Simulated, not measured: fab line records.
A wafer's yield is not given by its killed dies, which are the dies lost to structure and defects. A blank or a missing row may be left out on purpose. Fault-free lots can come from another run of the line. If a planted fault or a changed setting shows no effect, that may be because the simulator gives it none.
The tool behind it: which one? ; flow gf180mcu ; 6 lots with 18 wafers sampled at 2 steps, on a route of 602 steps

== WHAT EACH GAUGE READ, for each wafer ==
GF_HV_LDD_THK_MEAS_57.
lot;measured;on;HV_LDD_CVD_56_THK (nm)
L891;day 13 01:27;filmMetro-04;89.5 89.2 89.3
L896;day 15 01:13;filmMetro-03;89.5 89.0 88.5
L898;day 15 14:49;filmMetro-03;56.8 58.1 57.2
L906;day 18 13:35;filmMetro-04;90.4 90.1 90.3
L908;day 19 04:38;filmMetro-03;88.4 88.1 88.4
L911;day 20 06:37;filmMetro-03;91.1 91.6 90.1

== TOOL THAT RAN EACH LOT (tool first, then ch and the chambers of the sampled wafers, then the start) ==
lot;GF_HV_LDD_CVD_56
L891;lpcvd-01 ch 0, day 12 23:18
L896;lpcvd-01 ch 0, day 14 23:47
L898;lpcvd-02 ch 0, day 15 13:23
L906;lpcvd-01 ch 0, day 18 12:09
L908;lpcvd-02 ch 0, day 19 03:11
L911;lpcvd-01 ch 1, day 20 04:27
- GF_HV_LDD_CVD_56: deposits Si3N4 from DCS/NH3, target thk 90 nm, time 1543 s.

== THE ANSWER, worked out from the rows above alone ==
Rule: the usual values come from the lots themselves. Put in order of their means at a reading, lots are off if they are a third of the lots or fewer, leave a main group of 4 or more, and stand apart from it by a gap of 3 or more times the standard deviation of the main group's means; of several such gaps the widest counts. Not used: any main group whose means are identical at the precision the tables above print for the reading. Also off: a lot with no number at a reading for which 4 or more lots have one. All remaining lots with rows at the step are treated as sound.
Off: L898, at GF_HV_LDD_THK_MEAS_57 (HV_LDD_CVD_56_THK). Mean 89.6 nm and standard deviation 0.93 in the main group.
If a tool, at a process step before that reading, ran all the lots that are off and no sound lot after the first of them, it fits. Gauges at GF_HV_LDD_THK_MEAS_57: tried the same way as those tools. No candidate that was tried fits.

== WHAT WAS PUT IN BY THE SIMULATOR ==
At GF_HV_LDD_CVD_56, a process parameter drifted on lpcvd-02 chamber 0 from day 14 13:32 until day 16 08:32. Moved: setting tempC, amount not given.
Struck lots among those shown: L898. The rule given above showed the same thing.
